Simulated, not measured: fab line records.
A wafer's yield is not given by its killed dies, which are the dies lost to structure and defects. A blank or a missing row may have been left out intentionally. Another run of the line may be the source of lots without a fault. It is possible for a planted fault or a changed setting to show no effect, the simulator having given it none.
Which tool was responsible?    flow gf180mcu    Sampling: 7 lots, 21 wafers, 4 of 602 route steps

== WHAT EACH GAUGE READ, for each wafer ==
GF_PASSIVATION_BOW_MEAS_14.
lot   measured      on             PASSIVATION_BOW (um)
L640  day 29 02:10  film metro-01  125 125 128
L642  day 30 02:16  film metro-01  119 117 131
L645  day 30 22:08  film metro-02  121 131 121
L647  day 31 11:57  film metro-02  122 137 134
L649  day 31 21:13  film metro-01  112 117 127
L658  day 34 03:26  film metro-03  134 118 136
L662  day 34 20:47  film metro-03  137 121 140

== WHAT TOOL EACH LOT RAN ON (gives the tool, then ch and the chambers of the sampled wafers, and finally the start) ==
lot   GF_V5_CVD_02                     GF_V5_SPUTTER_21              GF_TOP_METAL_SPUTTER_01
L640  pecvd-04 ch 0,1, day 26 10:17    pvd sputter-02, day 27 07:24  pvd sputter-03, day 27 08:19
L642  pecvd-04 ch 1,2, day 27 11:54    pvd sputter-03, day 28 08:30  pvd sputter-01, day 28 09:17
L645  pecvd-03 ch 0,2, day 28 10:25    pvd sputter-02, day 29 06:04  pvd sputter-03, day 29 06:52
L647  pecvd-04 ch 0,1,2, day 29 00:32  pvd sputter-02, day 29 20:10  pvd sputter-03, day 29 20:58
L649  pecvd-04 ch 0,1, day 29 09:38    pvd sputter-03, day 30 05:40  pvd sputter-03, day 30 06:29
L658  pecvd-04 ch 0,2, day 31 22:37    pvd sputter-03, day 32 16:33  pvd sputter-01, day 32 17:21
L662  pecvd-04 ch 0,1,2, day 32 18:12  pvd sputter-03, day 33 11:50  pvd sputter-01, day 33 13:00
- GF_V5_CVD_02: deposits SiO2 from TEOS, target thk 1450 nm, time 163.28 s.
- GF_V5_SPUTTER_21: material Ti, target thk 15 nm, time 80.02 s.
- GF_TOP_METAL_SPUTTER_01: material TiN, target thk 30 nm, time 25 s.

== THE ANSWER, worked out from the rows above alone ==
Rule: what is usual is taken from the lots themselves. The widest of any qualifying gaps counts: lots, ordered by their means at a reading, are off when they make up no more than a third of the lots, leave a main group of 4 or more, and stand apart from it by 3 or more times the standard deviation of that group's means. A main group is skipped when, at the precision printed for the reading in the tables above, its means are all equal. A lot without any number at a reading at which 4 lots or more have one is off too. Any other lot the step has rows for is counted as sound.
No lot is off on any of the readings shown, so nothing can be concluded from this.

== WHAT HAD BEEN PUT IN BY THE SIMULATOR ==
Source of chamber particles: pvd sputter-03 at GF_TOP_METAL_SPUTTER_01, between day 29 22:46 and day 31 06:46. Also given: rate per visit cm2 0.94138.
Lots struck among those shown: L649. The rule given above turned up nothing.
